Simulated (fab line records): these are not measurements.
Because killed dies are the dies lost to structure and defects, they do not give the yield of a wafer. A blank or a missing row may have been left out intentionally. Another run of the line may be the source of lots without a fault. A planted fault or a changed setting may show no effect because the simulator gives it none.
Which tool did it? + flow gf180mcu + Sampling: 7 lots, 21 wafers, 3 of 602 route steps

== WHAT THE GAUGES SHOWED, per wafer ==
GF_POLY_GATE_CD_MEAS_10 targets a cd of 280 nm.
| lot  | measured     | on       | cdNm (nm)         |
|------|--------------|----------|-------------------|
| L629 | day 9 20:08  | cdSem-01 | 280.2 280.0 281.5 |
| L631 | day 10 06:08 | cdSem-02 | 279.2 279.5 279.1 |
| L637 | day 12 06:56 | cdSem-01 | 281.1 281.5 282.4 |
| L641 | day 13 10:17 | cdSem-02 | 280.0 279.7 278.6 |
| L643 | day 13 22:43 | cdSem-01 | 277.8 278.6 277.1 |
| L647 | day 15 15:50 | cdSem-02 | 280.0 279.7 280.1 |
| L648 | day 15 21:23 | cdSem-01 | 281.0 281.9 282.2 |

== WHAT TOOL EACH LOT RAN ON (gives the tool, then ch and the chambers of the sampled wafers, and finally the start) ==
| lot  | GF_LVPWELL_EXPOSE_04              | GF_VT_IMPLANT_STRIP_42              |
|------|-----------------------------------|-------------------------------------|
| L629 | ilineStepper-01 ch 0, day 4 03:28 | plasmaAsher-04 ch 0,1, day 8 04:34  |
| L631 | ilineStepper-01 ch 0, day 4 14:27 | plasmaAsher-04 ch 0,1, day 8 14:25  |
| L637 | ilineStepper-02 ch 0, day 6 02:36 | plasmaAsher-02 ch 0,1, day 10 12:04 |
| L641 | ilineStepper-02 ch 0, day 6 18:17 | plasmaAsher-01 ch 0,1, day 11 08:11 |
| L643 | ilineStepper-01 ch 0, day 7 06:52 | plasmaAsher-02 ch 0,1, day 12 00:04 |
| L647 | ilineStepper-02, day 8 11:49      | plasmaAsher-04 ch 0,1, day 13 08:52 |
| L648 | ilineStepper-02 ch 0, day 8 20:44 | plasmaAsher-04 ch 0,1, day 13 20:37 |
- GF_LVPWELL_EXPOSE_04: exposes mask LVPWELL, target cd 600 nm.
- GF_VT_IMPLANT_STRIP_42: strips in O2/N2.

== THE ANSWER, worked out from the rows above alone ==
Rule: what is usual is taken from the lots themselves. Put in order of their means at a reading, lots are off if they are a third of the lots or fewer, leave a main group of 4 or more, and stand apart from it by a gap of 3 or more times the standard deviation of the main group's means; of several such gaps the widest counts. If all means in a main group match to the digits the tables above print for the reading, that group is not used. Also off: a lot with no number at a reading for which 4 or more lots have one. Any other lot the step has rows for is counted as sound.
None of the lots is off at any reading shown; this tells nothing.

== WHAT THE SIMULATOR HAD PUT IN ==
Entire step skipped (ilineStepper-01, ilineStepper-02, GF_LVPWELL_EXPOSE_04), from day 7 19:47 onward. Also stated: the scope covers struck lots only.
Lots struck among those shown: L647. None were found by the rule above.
